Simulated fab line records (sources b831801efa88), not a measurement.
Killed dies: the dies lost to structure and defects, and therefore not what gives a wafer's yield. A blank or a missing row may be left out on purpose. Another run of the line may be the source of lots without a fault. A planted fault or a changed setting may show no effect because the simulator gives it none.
fab line records	flow sky130
record: lots: 14	wafers: 42	last-day: 50
route steps=708 shown FIELD_ISO@15 POLY_GATE@225
lots with no fault: from the same line, run without faults
start-h: hours from the record's first day to the start of the lot's first wafer shown	wait-h: hours from the lot's prior step to this one	" identical to the entry in the row above	L1.1+2: a single row standing in for several wafers	- value missing, or start not given	* or withheld: withheld	< > ~ a bound
route shown NAME@n: NAME is a module with steps in the file, n the number in the route of the first one	usual: the fault-free wafers' mean and standard deviation	same: alike in all rows	chamber/n: place in a boat	sites: per-site readings	_std_site: how widely they spread, as a standard deviation	_edge_site: mean of outer sites minus mean of inner sites	radius-mm: how far each site lies from the wafer's centre	mask NAME#n: copy n	behind: the most recent tool/chamber to have shaped the wafer	hold: what put the lot on hold/how long, in hours/how the hold closed	device: which transistor (n, p or np) failed to switch	end of line: the tests these same wafers got at the end of their route	a step without rows: its recipe alone	killed: dies that structure and defects cost at the first sort, which is not the same as the wafer's yield	map: shows each die of a wafer: x if killed, . if not, _ if none is there
set.NAME: the setting as run; set.NAME@STEP: as run at that earlier step	model.NAME: the simulator's own value behind a step, which no gauge read
route steps across a sampled set of lots; one table per step, one row per wafer
services: the hour from which a tool's chamber was out of use, counted from the record's first day as start-h (under 0 if before that day), plus the number of hours and why
== steps ==
step: SKY_FIELD_ISO_ETCH_14
recipe: chemistry: N2/H2	target: BARC	ion-energy-ev: 200	source-w: 500	bias-w: 100	pressure-mtorr: 30	n2-flow-sccm: 100	h2-flow-sccm: 200	stop-on: SiO2	time-s: 45.9	target-depth-a: 600
usual: drypump-motor-current-A: 5.8/0.44	oes-product-au: 0.855/0.0047	throttle-valve-pct: 13.225/0.0088
lot.wafer	tool	chamber	start-h	wait-h	drypump-motor-current-A	oes-product-au	rf-hours-counter-h	throttle-valve-pct
L804.4	rie-diel-03	3	33.27	0.0	5.8	0.861	98	13.215
L804.5	"	1	"	"	5.3	0.858	-	13.219
L804.6	"	0	"	"	5.8	0.864	-	13.243
L805.3	rie-diel-03	2	39.94	0.1	5.0	0.850	36	13.219
L805.4	"	1	"	"	5.3	0.850	141	13.214
L805.6	"	3	"	"	5.8	0.854	-	13.224
L807.1	rie-diel-03	3	50.34	0.1	5.8	0.856	98	13.232
L807.2	"	2	"	"	5.0	0.849	36	13.225
L807.4	"	1	"	"	5.3	0.851	142	13.217
L809.3	rie-diel-04	2	60.14	0.1	5.7	0.854	50	13.213
L809.4	"	0	"	"	6.1	0.852	109	13.251
L809.5	"	0	"	"	6.1	0.851	-	13.229
L810.1	rie-diel-04	3	66.39	0.1	5.6	0.865	34	13.239
L810.2	"	2	"	"	5.7	0.859	50	13.227
L810.6	"	2	"	"	5.8	0.857	-	13.235
L811.1	rie-diel-04	1	73.36	0.1	6.4	0.856	101	13.206
L811.3	"	2	"	"	5.7	0.852	50	13.225
L811.6	"	1	"	"	6.4	0.858	-	13.233
L812.2	rie-diel-01	3	75.37	0.1	6.7	0.851	119	13.226
L812.3	"	0	"	"	6.1	0.859	29	13.220
L812.6	"	3	"	"	6.7	0.854	-	13.219
L813.1	rie-diel-04	1	80.09	0.1	6.5	0.861	102	13.217
L813.3	"	3	"	"	5.6	0.866	34	13.243
L813.6	"	2	"	"	5.7	0.855	-	13.229
L818.2	rie-diel-03	1	110.71	0.1	5.3	0.856	142	13.228
L818.4	"	3	"	"	5.8	0.851	99	13.233
L818.6	"	2	"	"	5.0	0.862	-	13.223
L819.1	rie-diel-01	2	118.41	0.1	6.1	0.852	99	13.226
L819.5	"	2	"	"	6.1	0.852	-	13.225
L819.6	"	1	"	"	5.7	0.853	-	13.231
L820.1	rie-diel-03	0	121.71	0.1	5.8	0.847	10	13.221
L820.2	"	2	"	"	5.0	0.857	38	13.222
L820.5	"	1	"	"	5.3	0.851	-	13.219
L823.1	rie-diel-04	1	131.27	0.1	6.5	0.857	103	13.234
L823.4	"	3	"	"	5.6	0.850	35	13.221
L823.6	"	0	"	"	6.1	0.858	-	13.232
L824.1	rie-diel-01	1	153.14	0.1	5.7	0.853	33	13.232
L824.4	"	2	"	"	6.1	0.855	99	13.219
L824.5	"	0	"	"	6.1	0.854	-	13.229
L825.3	rie-diel-01	0	154.71	0.1	6.1	0.842	31	13.220
L825.4	"	1	"	"	5.7	0.860	33	13.226
L825.5	"	1	"	"	5.7	0.857	-	13.233
step: SKY_FIELD_ISO_ETCH_15
recipe: chemistry: CHF3/O2	target-depth-nm: 180	stop-on: Si	source-w: 600	bias-w: 200	pressure-mtorr: 40	chf3-flow-sccm: 50	O2_flow_sccm: 5	time-s: 72
usual: drypump-motor-current-A: 5.8/0.44	oes-product-au: 0.965/0.0072	throttle-valve-pct: 8.849/0.0085
lot.wafer	tool	chamber	start-h	wait-h	drypump-motor-current-A	oes-product-au	rf-hours-counter-h	throttle-valve-pct
L804.4	rie-diel-03	3	33.31	0.0	5.9	0.971	98	8.858
L804.5	"	1	"	"	5.3	0.965	-	8.852
L804.6	"	0	"	"	5.8	0.964	-	8.854
L805.3	rie-diel-03	2	39.98	0.0	5.0	0.969	36	8.851
L805.4	"	1	"	"	5.3	0.975	141	8.848
L805.6	"	3	"	"	5.8	0.963	-	8.859
L807.1	rie-diel-03	3	50.38	0.0	5.8	0.962	99	8.849
L807.2	"	2	"	"	5.0	0.973	36	8.851
L807.4	"	1	"	"	5.3	0.969	142	8.856
L809.3	rie-diel-04	2	60.18	0.0	5.7	0.966	50	8.861
L809.4	"	0	"	"	6.1	0.974	109	8.854
L809.5	"	0	"	"	6.1	0.969	-	8.853
L810.1	rie-diel-04	3	66.43	0.0	5.6	0.970	34	8.850
L810.2	"	2	"	"	5.7	0.974	50	8.858
L810.6	"	2	"	"	5.7	0.974	-	8.843
L811.1	rie-diel-04	1	73.40	0.0	6.4	0.969	102	8.851
L811.3	"	2	"	"	5.7	0.962	50	8.850
L811.6	"	1	"	"	6.4	0.957	-	8.848
L812.2	rie-diel-01	3	75.41	0.0	6.7	0.967	119	8.842
L812.3	"	0	"	"	6.1	0.959	29	8.859
L812.6	"	3	"	"	6.7	0.966	-	8.843
L813.1	rie-diel-04	1	80.13	0.0	6.5	0.965	102	8.859
L813.3	"	3	"	"	5.6	0.974	34	8.844
L813.6	"	2	"	"	5.7	0.959	-	8.855
L818.2	rie-diel-03	1	110.75	0.0	5.3	0.947	142	8.850
L818.4	"	3	"	"	5.8	0.959	100	8.838
L818.6	"	2	"	"	5.0	0.959	-	8.849
L819.1	rie-diel-01	2	118.45	0.0	6.1	0.967	99	8.856
L819.5	"	2	"	"	6.1	0.966	-	8.854
L819.6	"	1	"	"	5.7	0.967	-	8.831
L820.1	rie-diel-03	0	121.75	0.0	5.8	0.958	10	8.860
L820.2	"	2	"	"	5.0	0.969	38	8.848
L820.5	"	1	"	"	5.3	0.959	-	8.850
L823.1	rie-diel-04	1	131.31	0.0	6.5	0.973	103	8.857
L823.4	"	3	"	"	5.6	0.959	35	8.851
L823.6	"	0	"	"	6.1	0.965	-	8.841
L824.1	rie-diel-01	1	153.18	0.0	5.7	0.968	33	8.845
L824.4	"	2	"	"	6.1	0.975	99	8.858
L824.5	"	0	"	"	6.1	0.974	-	8.840
L825.3	rie-diel-01	0	154.75	0.0	6.1	0.965	31	8.840
L825.4	"	1	"	"	5.7	0.967	33	8.846
L825.5	"	1	"	"	5.7	0.955	-	8.859
step: SKY_POLY_GATE_PEB_11
recipe: peb-temp-c: withheld	peb-time-s: withheld	resist: KrF-thick
usual: chill-plate-temp-C: *	exhaust-pa: 45.1/0.92
lot.wafer	tool	chamber	start-h	wait-h	chill-plate-temp-C	exhaust-pa
L804.4	litho-track-02	0	379	-	*	45.8
L804.5	"	0	"	"	*	45.2
L804.6	"	0	"	"	*	44.1
L805.3	litho-track-02	0	389	-	*	46.4
L805.4	"	0	"	"	*	46.5
L805.6	"	0	"	"	*	46.2
L807.1	litho-track-04	0	395	-	*	43.8
L807.2	"	0	"	"	*	45.3
L807.4	"	0	"	"	*	44.0
L809.3	litho-track-02	0	418	-	*	43.7
L809.4	"	0	"	"	*	44.9
L809.5	"	0	"	"	*	45.2
L810.1	litho-track-03	0	429	-	*	44.4
L810.2	"	0	"	"	*	45.0
L810.6	"	0	430	-	*	45.0
L811.1	litho-track-03	0	444	-	*	44.8
L811.3	"	0	"	"	*	45.4
L811.6	"	0	"	"	*	44.6
L812.2	litho-track-04	0	447	-	*	44.7
L812.3	"	0	"	"	*	44.0
L812.6	"	0	"	"	*	44.6
L813.1	litho-track-04	0	450	-	*	45.2
L813.3	"	0	"	"	*	45.0
L813.6	"	0	"	"	*	44.4
L818.2	litho-track-04	-	502	-	-	-
L818.4	"	-	"	"	-	-
L818.6	"	-	"	"	-	-
L819.1	litho-track-02	-	523	-	-	-
L819.5	"	-	"	"	-	-
L819.6	"	-	"	"	-	-
L820.1	litho-track-03	0	529	-	*	44.1
L820.2	"	0	"	"	*	44.2
L820.5	"	0	"	"	*	43.8
L823.1	litho-track-02	0	542	-	*	45.4
L823.4	"	0	"	"	*	45.0
L823.6	"	0	"	"	*	46.3
L824.1	litho-track-02	0	575	-	*	43.4
L824.4	"	0	"	"	*	43.7
L824.5	"	0	"	"	*	43.4
L825.3	litho-track-02	0	576	-	*	47.7
L825.4	"	0	"	"	*	46.0
L825.5	"	0	"	"	*	46.1
step: SKY_POLY_GATE_CD_MEAS_22
usual: cd-nm: 149.8/1.6
lot.wafer	tool	chamber	start-h	wait-h	cd-nm
L804.4	cd-sem-02	-	382.41	0.1	148.7
L804.5	"	-	"	"	149.0
L804.6	"	-	"	"	148.9
L805.3	cd-sem-01	-	392.45	0.1	150.8
L805.4	"	-	"	"	150.3
L805.6	"	-	"	"	148.8
L807.1	cd-sem-01	-	398.99	0.1	151.8
L807.2	"	-	"	"	148.9
L807.4	"	-	"	"	146.8
L809.3	cd-sem-02	-	420.86	0.1	149.1
L809.4	"	-	"	"	149.5
L809.5	"	-	"	"	147.7
L810.1	cd-sem-01	-	433.67	0.1	151.1
L810.2	"	-	"	"	149.8
L810.6	"	-	"	"	147.4
L811.1	cd-sem-01	-	446.67	0.1	150.4
L811.3	"	-	"	"	151.7
L811.6	"	-	"	"	152.4
L812.2	cd-sem-01	-	449.73	0.1	149.7
L812.3	"	-	"	"	148.6
L812.6	"	-	"	"	149.3
L813.1	cd-sem-01	-	452.61	0.1	147.6
L813.3	"	-	"	"	147.5
L813.6	"	-	"	"	147.9
L818.2	cd-sem-02	-	505.06	0.1	-
L818.4	"	-	"	"	-
L818.6	"	-	"	"	-
L819.1	cd-sem-02	-	525.43	0.1	-
L819.5	"	-	"	"	-
L819.6	"	-	"	"	-
L820.1	cd-sem-02	-	531.99	0.1	152.8
L820.2	"	-	"	"	151.3
L820.5	"	-	"	"	152.7
L823.1	cd-sem-02	-	544.39	0.1	150.0
L823.4	"	-	"	"	150.8
L823.6	"	-	"	"	149.3
L824.1	cd-sem-02	-	577.77	0.1	148.1
L824.4	"	-	"	"	150.7
L824.5	"	-	"	"	147.2
L825.3	cd-sem-02	-	579.08	0.1	151.4
L825.4	"	-	"	"	149.7
L825.5	"	-	"	"	147.5
== services ==
tool	chamber	start-h	hours	kind
rie-diel-04	1	27.85	1.9	repair
rie-diel-04	-	31.46	0.6	repair
rie-diel-01	0	33.48	13.7	repair
rie-diel-03	1	66.27	12.8	repair
rie-diel-04	3	101.83	11.9	repair
rie-diel-03	1	176.19	2.6	repair
rie-diel-01	-	191.96	4.3	pm
rie-diel-01	-	206.37	0.2	repair
rie-diel-04	-	209.87	1.1	repair
rie-diel-01	3	228.37	2.5	repair
rie-diel-04	2	279.90	18.6	repair
rie-diel-03	1	314.97	6.3	repair
rie-diel-03	3	329.16	5.2	repair
rie-diel-04	3	345.51	14.4	repair
rie-diel-03	-	354.17	0.8	repair
rie-diel-03	3	365.31	1.6	repair
rie-diel-04	1	374.28	7.8	repair
rie-diel-04	-	398.63	2.8	pm
rie-diel-04	-	427.65	0.5	repair
rie-diel-03	2	429.77	3.7	repair
rie-diel-03	-	465.92	0.7	repair
rie-diel-04	-	475.90	0.3	repair
rie-diel-04	2	516.74	2.7	repair
rie-diel-04	-	563.86	0.3	repair
== key ==
first-sign: step: SKY_POLY_GATE_PEB_11	reading: tool-record	direction: missing
effect none on later readings
met-at SKY_POLY_GATE_PEB_11
struck-lots L818,L819
later-rows-left-out L818.2,L818.4,L818.6,L819.1,L819.5,L819.6
sort-left-out L818.2,L818.4,L818.6,L819.1,L819.5,L819.6
tester-left-out L818,L819
not-acting-at SKY_FIELD_ISO_ETCH_14,SKY_FIELD_ISO_ETCH_15,SKY_POLY_GATE_CD_MEAS_22
onset-between 450 502
fault: kind: skipped-step-whole	tool: litho-track-02,litho-track-04	chamber: -	onset-h: 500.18	steps: SKY_POLY_GATE_PEB_11	scope: struck-lots-only
tester-left-out: of these lots the tester's yield and bins aren't shown, on N5 and GAA mostly nor the transistor test; their killed dies are dies lost to structure and defects alone, not to doping, threshold or leakage, so they don't give the yield
sort-left-out: the simulated sort isn't trusted on such a fault, so these wafers' sort isn't shown, and their yield isn't known
later-rows-left-out: the simulator's readings of these wafers behind a module that went badly wrong aren't trusted and aren't shown, but for the sort
